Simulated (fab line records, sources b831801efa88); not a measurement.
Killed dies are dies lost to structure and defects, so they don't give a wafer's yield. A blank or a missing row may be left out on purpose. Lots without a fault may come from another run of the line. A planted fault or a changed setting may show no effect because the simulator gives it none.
A struck lot beside a sound one | flow sky130 | 15 steps out of a route of 708
Sound: wafers L112.2, L112.3, L112.4. Struck: wafers L121.1, L121.2, L121.6. The cause comes at the end.
At each step with rows: each side's tool, then ch and its chambers, then its first start. Under that, the readings that differ: sound wafers | struck wafers | difference of the means | sigmas: that difference in standard deviations of wafers without a fault.
alike: readings whose means differ by less than 2 such deviations, and words and numbers that are the same on both sides. not compared: withheld readings, readings that some wafer has no value for, bounds like >300 that may hide the same value, and numbers for which the record gives no deviation and whose values overlap.
The two part at a step that has a row with sigmas, a row that says differs or no value, or rows on one side only. Numbers that don't overlap but have no deviation are shown without sigmas and don't part them. A reading that every wafer of one side lacks parts them only if that side has two wafers or more.

first, 6 steps without rows for these wafers: SKY_GATE_OXIDE_HMDS_04 (prime time 60 s); SKY_GATE_OXIDE_COAT_05 (resist thk 1140 nm); SKY_GATE_OXIDE_SOFTBAKE_06 (time 60 s); SKY_GATE_OXIDE_EXPOSE_07 (exposes mask LVOM, target cd 600 nm); SKY_GATE_OXIDE_PEB_08; SKY_GATE_OXIDE_DEVELOP_09 (develop time 60 s).
SKY_GATE_OXIDE_OVL_MEAS_10:
  sound on overlay-02, day 14 17:25; struck on overlay-02, day 17 12:56
  reading             | sound       | struck         | difference | sigmas
  GATE_OXIDE_OVL (nm) | 1.6 1.3 0.9 | -3.1 -2.0 -2.3 | -3.7       | -2
then, 2 steps without rows for these wafers: SKY_GATE_OXIDE_IMPLANT_11; SKY_GATE_OXIDE_WET_ETCH_12 (etches SiO2 in dHF, target depth 16.8 nm, time 319.8 s).
SKY_GATE_OXIDE_STRIP_13: strips in O2/N2.
  sound on plasma_asher-01 ch 0,1, day 14 17:43; struck on plasma_asher-04 ch 0,1, day 17 13:13
  alike: drypump_motor_current_A, oes_product_au, strip_time_to_endpoint_s
  not compared: rf_hours_counter_h
SKY_GATE_OXIDE_TW_MEAS_14:
  sound on film_metro-04, day 14 17:50; struck on film_metro-03, day 17 13:19
  alike: GATE_OXIDE_TW
then, 1 step without rows for these wafers: SKY_GATE_OXIDE_CLEAN_15 (cleans in SC1/SC2, time 150 s).
SKY_GATE_OXIDE_OXIDATION_16: stabilise 600 s, purge 300 s, target thk 3.57 nm.
  sound on furnace-01 ch 0, day 14 18:37; struck on furnace-02 ch 0, day 17 14:08
  reading                                           | sound             | struck            | difference | sigmas
  model.SiO2_of_GATE_OXIDE_OXIDATION_01.thk_nm (nm) | 11.64 11.72 11.73 | 13.01 12.89 12.96 | +1.26      |
  alike: spike_tc_top_C
then, 1 step without rows for these wafers: SKY_POLY_GATE_CVD_00 (deposits poly-Si, target thk 180 nm, time 720 s).
-- the record jumps here: 31 days lie between the struck wafers' starts before and after (it left off in module POLY_GATE and takes up again in module PAD_OPEN, whose first step shown is number 708 of the route) --
SKY_PAD_OPEN_PROBE_99:
  sound on prober-01, day 46 14:31; struck on prober-02, day 48 10:08
  reading                                  | sound                         | struck                        | difference | sigmas
  model.etest.nfet_16v.r_on_ohm_um         | 1.432e+04 1.432e+04 1.452e+04 | 1.469e+04 1.477e+04 1.484e+04 | +3.800e+02 |
  model.etest.pfet_01v8.r_on_ohm_um        | 2784 2866 2792                | 3459 3566 3499                | +694       |
  model.etest.tip_sonos.rs_ohm_sq          | 2690 2738 2725                | 2967 2917 2897                | +209       |
  model.etest.nfet_01v8.r_on_ohm_um        | 799 838 829.6                 | 1133 1162 1135                | +321       |
  model.etest.pfet_g5v0d10v5.r_on_ohm_um   | 4764 4856 4813                | 5092 5096 5108                | +288       |
  model.etest.tip_p.rs_ohm_sq              | 6800 6742 6811                | 7040 6984 7007                | +226       |
  model.etest.nfet_01v8_lvt.drive_ua_um    | 598.1 572.4 576.6             | 392.5 388 398.2               | -189.5     |
  model.etest.nfet_01v8_turned.drive_ua_um | 524.3 504.8 507               | 328.4 320.1 329               | -186.2     |
  alike: killed_at_M0_to_M3, killed_at_M4_up, killed_at_contacts, killed_at_front_end, killed_at_other, killed_dies, killed_on_rim, killed_open, killed_short

WHERE THEY PART
Only at SKY_GATE_OXIDE_OVL_MEAS_10, within this record. Later steps at which nothing parts them and some readings are alike: SKY_GATE_OXIDE_STRIP_13, SKY_GATE_OXIDE_TW_MEAS_14, SKY_GATE_OXIDE_OXIDATION_16, SKY_PAD_OPEN_PROBE_99.

WHY: what the simulator had put in
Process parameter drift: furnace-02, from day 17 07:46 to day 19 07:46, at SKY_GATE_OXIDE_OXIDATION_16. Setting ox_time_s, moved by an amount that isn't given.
